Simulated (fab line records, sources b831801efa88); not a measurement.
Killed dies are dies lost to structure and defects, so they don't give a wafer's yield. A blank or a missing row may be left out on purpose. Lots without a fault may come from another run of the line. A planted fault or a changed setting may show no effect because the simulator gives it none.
One fault seen from 2 desks | flow sky130 | each desk has only its own numbers; what lay behind them comes last

THE METROLOGY DESK
What the gauges read, lot by lot, whatever tool the lot ran on: means of the sampled wafers that have a number. A lot is out of limits, marked OUT, if its mean lies more than 4 standard deviations from the usual mean; the brackets give that distance. Of its 8 readings 7 are shown: those that lie furthest out on some lot.
Columns: A = POLY_GATE_OVL at SKY_POLY_GATE_OVL_MEAS_14, usual -1 nm; B = POLY_GATE_OXIDATION_THK at SKY_POLY_GATE_THK_MEAS_21, usual 4.01 nm; C = cd_nm at SKY_POLY_GATE_CD_MEAS_22, usual 151 nm; D = LDD_N_OVL at SKY_LDD_N_OVL_MEAS_07, usual 0.0 nm; E = LDD_N_TW at SKY_LDD_N_TW_MEAS_17, usual 2592; F = cd_nm at SKY_LDD_P_CD_MEAS_07, usual 380.5 nm; G = LDD_P_OVL at SKY_LDD_P_OVL_MEAS_08, usual -1.2 nm
lot  | first seen here | A  | B    | C   | D    | E    | F     | G
L864 | day 16 10:08    | 1  | 4.04 | 153 | 1.5  | 2602 | 380.3 | -1.2
L866 | day 17 03:44    | -7 | 3.94 | 150 | 0.5  | 2581 | 380.7 | -0.5
L867 | day 17 17:02    | -6 | 4.06 | 150 | -0.8 | 2572 | 380.9 | -1.1
L868 | day 18 05:42    | 2  | 3.96 | 147 | 0.2  | 2625 | 378.6 | -1.9
L878 | day 21 16:25    | -1 | 3.79 | 152 | -1.0 | 2639 | 382.3 | -1.8
L883 | day 23 18:07    | 4  | 3.91 | 153 | -0.6 | 2579 | 382.4 | 0.1
This desk's finding: nothing out of limits on any of the 6 lots.

THE TOOL OWNER'S DESK: furnace-02
The tool's own readings at SKY_POLY_GATE_OXIDATION_20 (stabilise 600 s, purge 300 s, target thk 4 nm): means of the sampled wafers that have a number, for each lot that ran on this tool. A lot is out of limits, marked OUT, if its mean lies more than 4 standard deviations from the usual mean; the brackets give that distance.
Columns: A = ox_temp_c_max at SKY_POLY_GATE_OXIDATION_20, usual 854.1; B = zone_power_bottom_pct at SKY_POLY_GATE_OXIDATION_20, usual 27.9 %
lot  | first seen here | A     | B
L864 | day 16 12:35    | 855.3 | 29.0
L866 | day 17 06:04    | 855.2 | 29.2
L867 | day 17 18:14    | 854.8 | 29.2
L868 | day 18 06:56    | 854.8 | 29.5
This desk's finding: nothing out of limits on any of the 4 lots.

PUT TOGETHER
The metrology desk saw nothing out of limits.
The tool owner's desk saw nothing out of limits.

WHAT THE SIMULATOR HAD PUT IN
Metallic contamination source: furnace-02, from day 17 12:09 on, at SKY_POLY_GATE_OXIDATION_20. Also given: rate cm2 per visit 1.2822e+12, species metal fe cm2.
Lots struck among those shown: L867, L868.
